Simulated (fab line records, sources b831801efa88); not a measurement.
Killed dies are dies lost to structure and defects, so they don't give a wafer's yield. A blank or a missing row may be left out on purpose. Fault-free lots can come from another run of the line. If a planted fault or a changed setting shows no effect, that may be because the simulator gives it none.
A struck lot beside a sound one	flow sky130	18 steps out of a route of 708
Sound: wafers L150.1, L150.2, L150.3. The struck wafers were L161.2, L161.4, L161.6. Last of all comes the cause.
For every step that has rows: the tool of each side, followed by ch and its chambers, followed by its first start. Under that, the readings that differ: sound wafers	struck wafers	difference of the means	sigmas: that difference in standard deviations of wafers without a fault.
alike: readings with means less than 2 such deviations apart, plus words and numbers identical on both sides. not compared: withheld readings, readings lacking a value on some wafer, bounds such as >300 that could conceal the same value, and numbers that have no deviation in the record and whose values overlap.
Wherever a step has rows on one side only, a row that says differs or no value, or a row with sigmas, the two part there. When numbers do not overlap yet have no deviation, they are printed without sigmas and do not part them. A reading missing from all wafers of one side parts the sides only when that side holds two or more wafers.

first, 6 steps without rows for these wafers: SKY_LDD_N_IMPLANT_10; SKY_LDD_N_IMPLANT_11; SKY_LDD_N_IMPLANT_12; SKY_LDD_N_IMPLANT_13; SKY_LDD_N_IMPLANT_14; SKY_LDD_N_IMPLANT_15.
SKY_LDD_N_STRIP_16: strips in O2/N2.
  sound on plasmaAsher-03 ch 0,1, day 18 04:04; struck on plasmaAsher-01 ch 0,1, day 21 20:48
  alike: drypumpMotorCurrentA, oesProductAu, stripTimeToEndpointS
  not compared: rfHoursCounterH
SKY_LDD_N_TW_MEAS_17:
  struck on filmMetro-02, day 21 20:55; sound on filmMetro-02, day 18 04:10
  alike: LDD_N_TW
then, 4 steps without rows for these wafers: SKY_LDD_P_DEHYDRATE_00 (time 60 s); SKY_LDD_P_HMDS_01 (prime time 60 s); SKY_LDD_P_COAT_02 (resist thk 1140 nm); SKY_LDD_P_SOFTBAKE_03 (time 60 s).
SKY_LDD_P_EXPOSE_04: exposes mask PSDM, target cd 380 nm.
  sound on ilineStepper-02 ch 0, day 18 18:55; struck on ilineStepper-02 ch 0, day 22 11:50
reading	sound	struck	difference	sigmas
model.LDD_P.overlayXNm (nm)	-0.7696 -0.7696 -0.7696	114.5 114.5 114.5	+115.3	
  alike: mask
then, 2 steps without rows for these wafers: SKY_LDD_P_PEB_05; SKY_LDD_P_DEVELOP_06 (develop time 60 s).
SKY_LDD_P_CD_MEAS_07: target cd 380 nm.
  struck on cdSem-01, day 23 03:13; sound on cdSem-01, day 19 10:24
  alike: cdNm
SKY_LDD_P_OVL_MEAS_08:
  struck on overlay-01, day 23 03:32; sound on overlay-01, day 19 10:31
reading	sound	struck	difference	sigmas
LDD_P_OVL (nm)	-0.9 -1.2 -3.2	114.6 113.1 114.4	+115.8	+72
  not compared: hold
SKY_PAD_OPEN_PROBE_99:
  sound wafers here have rows in the record (prober-02, day 46 01:42); struck ones have none

== WHERE THEY PART ==
Last at SKY_PAD_OPEN_PROBE_99 as far as this record goes, first at SKY_LDD_P_OVL_MEAS_08.

WHY: the cause the simulator had injected
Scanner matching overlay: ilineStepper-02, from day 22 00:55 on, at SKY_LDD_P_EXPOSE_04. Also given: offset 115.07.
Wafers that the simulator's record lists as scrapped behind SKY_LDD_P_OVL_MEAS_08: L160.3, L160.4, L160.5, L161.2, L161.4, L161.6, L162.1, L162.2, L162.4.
